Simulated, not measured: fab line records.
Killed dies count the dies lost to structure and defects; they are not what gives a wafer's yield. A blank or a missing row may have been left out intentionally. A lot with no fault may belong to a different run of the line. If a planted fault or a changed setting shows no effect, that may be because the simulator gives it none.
Which tool is to blame? ; flow sky130 ; 33 wafers from 11 lots sampled at 6 of the route's 708 steps

WHAT THE GAUGES READ, wafer by wafer
SKY_SONOS_ONO_OVL_MEAS_14.
lot;measured;on;SONOS_ONO_OVL (nm)
L398;day 13 03:28;overlay-01;-4.4 -2.6 -2.6
L399;day 13 03:46;overlay-02;-0.7 -2.3 -2.7
L400;day 13 12:04;overlay-02;0.8 -1.2 -1.4
L402;day 13 19:54;overlay-01;1.0 -2.2 0.5
L403;day 14 06:15;overlay-02;-0.1 -1.0 0.1
L404;day 14 11:21;overlay-02;0.3 -0.3 -1.4
L408;day 15 15:25;overlay-02;-0.4 -1.3 2.2
L414;day 18 13:28;overlay-01;-2.4 -2.4 -2.7
L419;day 20 13:40;overlay-01;-2.9 -1.2 -2.8
L421;day 20 17:13;overlay-02;-3.9 -0.2 -0.2
L420;day 20 23:06;overlay-01;-1.5 0.0 -0.6

SKY_SD_P_TW_MEAS_11.
lot;measured;on;SD_P_TW
L398;day 25 19:47;film-metro-02;2781 2784 2787
L399;day 26 03:24;film-metro-02;2749 2759 2786
L400;day 26 08:04;film-metro-02;2760 2768 2779
L402;day 26 20:16;film-metro-01;2819 2821 2814
L403;day 27 01:59;film-metro-02;2631 2632 2632
L404;day 27 08:28;film-metro-01;2672 2684 2669
L408;day 28 11:28;film-metro-01;2664 2671 2658
L414;day 31 12:20;film-metro-01;2824 2809 2817
L419;day 33 06:37;film-metro-04;2840 2826 2862
L421;day 33 07:49;film-metro-02;2769 2759 2774
L420;day 33 17:26;film-metro-01;2802 2826 2825

SKY_SD_N_RS_MEAS_16: the measuring method here is four-point-probe.
lot;measured;on;SD_N_RS (ohm/sq)
L398;day 28 05:54;film-metro-01;68.59 68.73 68.76
L399;day 28 08:55;film-metro-02;68.44 68.38 68.44
L400;day 28 13:38;film-metro-04;68.44 68.67 68.52
L402;day 29 05:22;film-metro-02;68.28 68.45 68.59
L403;day 29 10:50;film-metro-04;68.67 68.67 68.72
L404;day 29 17:43;film-metro-02;68.45 68.37 68.57
L408;day 30 20:04;film-metro-02;68.25 68.37 68.41
L414;day 33 18:37;film-metro-04;68.45 68.60 68.57
L419;day 35 11:37;film-metro-04;68.65 68.60 68.70
L421;day 35 12:34;film-metro-04;68.48 68.60 68.49
L420;day 35 20:46;film-metro-04;68.45 68.57 68.58

SKY_SD_N_RS_MEAS_17: the measuring method here is four-point-probe.
lot;measured;on;SD_P_RS (ohm/sq)
L398;day 28 06:01;film-metro-01;147.5 147.7 147.6
L399;day 28 09:02;film-metro-02;146.7 147.1 146.8
L400;day 28 13:45;film-metro-04;147.4 147.3 146.8
L402;day 29 05:29;film-metro-02;146.8 146.9 146.8
L403;day 29 10:57;film-metro-04;151.7 151.3 151.8
L404;day 29 17:50;film-metro-02;150.9 150.9 151.1
L408;day 30 20:11;film-metro-02;150.9 151.1 150.9
L414;day 33 18:44;film-metro-04;147.5 147.7 147.3
L419;day 35 11:44;film-metro-04;146.9 147.1 147.5
L421;day 35 12:41;film-metro-04;147.0 146.8 147.3
L420;day 35 20:53;film-metro-04;147.6 146.8 147.1

EACH LOT AND THE TOOL THAT RAN IT (in order: tool; ch and the chambers of the sampled wafers; start)
lot;SKY_SD_P_IMPLANT_09;SKY_SD_P_STRIP_10
L398;implanter-02 ch 0, day 25 19:35;plasma-asher-03 ch 0,1, day 25 19:41
L399;implanter-04 ch 0, day 26 03:12;plasma-asher-03 ch 0,1, day 26 03:19
L400;implanter-04 ch 0, day 26 07:50;plasma-asher-04 ch 0,1, day 26 07:58
L402;implanter-03 ch 0, day 26 20:01;plasma-asher-02 ch 0,1, day 26 20:10
L403;implanter-04 ch 0, day 27 01:45;plasma-asher-02 ch 0, day 27 01:52
L404;implanter-04 ch 0, day 27 08:14;plasma-asher-03 ch 0,1, day 27 08:22
L408;implanter-04 ch 0, day 28 11:13;plasma-asher-04 ch 0,1, day 28 11:22
L414;implanter-02 ch 0, day 31 12:05;plasma-asher-02 ch 0,1, day 31 12:14
L419;implanter-03 ch 0, day 33 06:22;plasma-asher-02 ch 0,1, day 33 06:31
L421;implanter-02 ch 0, day 33 07:34;plasma-asher-04 ch 1, day 33 07:43
L420;implanter-02 ch 0, day 33 17:13;plasma-asher-02 ch 0,1, day 33 17:22
- SKY_SD_P_IMPLANT_09
- SKY_SD_P_STRIP_10: strips in O2/N2.

WHAT THE TOOLS THEMSELVES READ (means of the sampled wafers that have a number; where no wafer has one, the mark that the record gives instead)
SKY_SD_P_STRIP_10.
lot;tool;chamber-pressure-mTorr (mTorr);drypump-motor-current-A (A);oes-product-au (a.u.);strip-time-to-endpoint-s (s)
L398;plasma-asher-03;1499.7;5.8;0.620;17.50
L399;plasma-asher-03;1499.9;5.8;0.617;17.58
L400;plasma-asher-04;1500.4;5.8;0.617;17.50
L402;plasma-asher-02;1500.9;6.1;0.614;17.50
L403;plasma-asher-02;1500.4;5.5;0.626;16.92
L404;plasma-asher-03;1500.2;5.8;0.627;17.00
L408;plasma-asher-04;1500.6;5.8;0.636;17.00
L414;plasma-asher-02;1500.4;5.7;0.617;17.50
L419;plasma-asher-02;1499.7;5.7;0.618;17.50
L421;plasma-asher-04;1499.3;5.1;0.620;17.42
L420;plasma-asher-02;1500.0;6.1;0.617;17.48

THE ANSWER, worked out from the rows above alone
Rule: the usual values come from the lots themselves. The widest of any qualifying gaps counts: lots, ordered by their means at a reading, are off when they make up no more than a third of the lots, leave a main group of 4 or more, and stand apart from it by 3 or more times the standard deviation of that group's means. Not used: any main group whose means are identical at the precision the tables above print for the reading. Also off: a lot with no number at a reading for which 4 or more lots have one. All remaining lots with rows at the step are treated as sound. First the gauges in route order, then the tools' own readings, where a lot's mean is used as printed above. The first step at which some lot is off is used, and at that step the reading that is off furthest; a lot without a number counts as furthest.
Off: at SKY_SD_P_TW_MEAS_11 (SD_P_TW), L403, L404, L408. For the main group the mean is 2798 and the standard deviation 28.
A tool fits if, at a process step before that reading, it ran every lot that is off, and no sound lot after the first of them. Not tried: the gauges at SKY_SD_P_TW_MEAS_11; whatever is off there is also off at SKY_SD_P_STRIP_10, on other tools, and gauge error can't account for it. One fits: implanter-04 at SKY_SD_P_IMPLANT_09. Its last sound lot is L400 (day 26 07:50), its first lot that is off L403 (day 27 01:45): a fault that began between those two fits.

WHAT THE SIMULATOR HAD PUT IN
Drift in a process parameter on implanter-04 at SKY_SD_P_IMPLANT_09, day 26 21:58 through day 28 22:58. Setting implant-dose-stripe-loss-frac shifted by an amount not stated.
Shown lots that were struck: L403, L404, L408. The rule above found the same.
